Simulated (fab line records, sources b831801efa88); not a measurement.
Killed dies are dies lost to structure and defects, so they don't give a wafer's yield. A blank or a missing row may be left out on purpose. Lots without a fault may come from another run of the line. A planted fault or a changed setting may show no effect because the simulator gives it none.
Problem report in the 8D (eight disciplines) form, filled by code | flow sky130 | the parts of the form that need people (team, actions taken, sign-off) are left out

1. THE PROBLEM
LOCAL_INTERCONNECT_TIN_RS at SKY_LOCAL_INTERCONNECT_RS_MEAS_01 reads a mean of 9.66 ohm/sq on 3 wafers of 3 lots; wafers without a fault read 14.14 ohm/sq with a standard deviation of 0.14. That is -32 standard deviations from the usual mean.
The step: measures by four-point-probe.
First seen on wafer L870.1, day 36 05:55, on film_metro-01. The record holds 28 wafers of 10 lots with a number at this step. Rule for "out", or "out of limits": more than 4 standard deviations from the usual mean. The other wafers with a number count as sound.

2. WHAT IT IS AND WHAT IT IS NOT
question                    | is                           | is not
which readings at this step | LOCAL_INTERCONNECT_TIN_RS    | -
which lots                  | L870, L872, L873             | L851, L852, L854, L857, L860, L862, L874
which wafers of those lots  | L870.1, L872.6, L873.6       | L870.2, L872.2, L873.2, L873.3
read on which gauges        | film_metro-01, film_metro-03 | film_metro-02
when                        | from day 36 05:55            | up to then (19 sound wafers); but 6 sound wafers of L872, L873, L874 came after

3. SUSPECTS, AND WHAT RULES EACH OUT
Counting: a tool at a process step up to the reading stays a suspect if it ran every lot that is out. Sound lots after the first of them don't rule it out here, since some wafers of a struck lot are sound.
- the gauge at SKY_LOCAL_INTERCONNECT_RS_MEAS_01: ruled out. The wafers that are out were read on 2 gauges (film_metro-01, film_metro-03).
- pvd_sputter-02 at SKY_LOCAL_INTERCONNECT_SPUTTER_00 (material TiN, target thk 100 nm, time 83.3 s): kept. It ran every lot that is out, first L870 (day 36 05:50); its last sound lot up to then is L862 (day 33 01:59).
Left after counting: pvd_sputter-02 at SKY_LOCAL_INTERCONNECT_SPUTTER_00.

4. THE CAUSE (what the simulator had put in)
Process parameter drift: pvd_sputter-02, from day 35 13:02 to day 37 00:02, at SKY_LOCAL_INTERCONNECT_SPUTTER_00. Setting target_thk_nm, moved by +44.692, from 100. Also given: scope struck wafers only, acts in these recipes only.
Counting left only this tool.

5. THE CHAIN OF EFFECTS, in route order
Each row: a reading whose mean over the struck wafers that have a number lies more than 3 standard deviations from the usual. Only readings for which the record gives a usual standard deviation are gone through. hours: the time from each lot's start at the first step in this table that gives one to its start at this step, as a median over the lots. sigmas: the change in usual standard deviations.
hours | step                                 | reading                    | usual        | on struck wafers | change | sigmas
0     | SKY_LOCAL_INTERCONNECT_RS_MEAS_01    | LOCAL_INTERCONNECT_TIN_RS  | 14.14 ohm/sq | 9.66             | -4.48  | -32
5     | SKY_LOCAL_INTERCONNECT_THK_MEAS_02   | LOCAL_INTERCONNECT_TIN_THK | 99.8 nm      | 143.5            | +43.7  | +45
27    | SKY_LOCAL_INTERCONNECT_METAL_ETCH_14 | oes_product_au             | 0.942 a.u.   | 0.998            | +0.056 | +8.5
27    | SKY_LOCAL_INTERCONNECT_METAL_ETCH_14 | throttle_valve_pct         | 21.899 %     | 21.867           | -0.032 | -3.4
348   | SKY_PAD_OPEN_PROBE_99                | killed_at_contacts         | 24           | 436              | +412   | +81
348   | SKY_PAD_OPEN_PROBE_99                | killed_dies                | 87           | 492              | +405   | +46
348   | SKY_PAD_OPEN_PROBE_99                | killed_on_rim              | 17           | 96               | +79    | +22
The process steps in it:
- SKY_LOCAL_INTERCONNECT_METAL_ETCH_14: etches TiN in Cl2/BCl3, stops on PSG, target depth 110 nm, time 31.4 s.
- SKY_PAD_OPEN_PROBE_99

6. WHAT WOULD HAVE CAUGHT IT SOONER
In this record the first reading out of limits at a measuring or inspecting step was taken at day 36 05:55, 17 hours after the fault began at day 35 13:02.
Of the tool readings at SKY_LOCAL_INTERCONNECT_SPUTTER_00 for which the record gives a usual standard deviation, none was out on any struck wafer, so an alarm limit of 4 standard deviations on them would not have fired.
Of the lots that are out (3), L872, L873 began SKY_LOCAL_INTERCONNECT_SPUTTER_00 on pvd_sputter-02 after day 36 05:55. A hold on the tool at that time would have spared those 2.
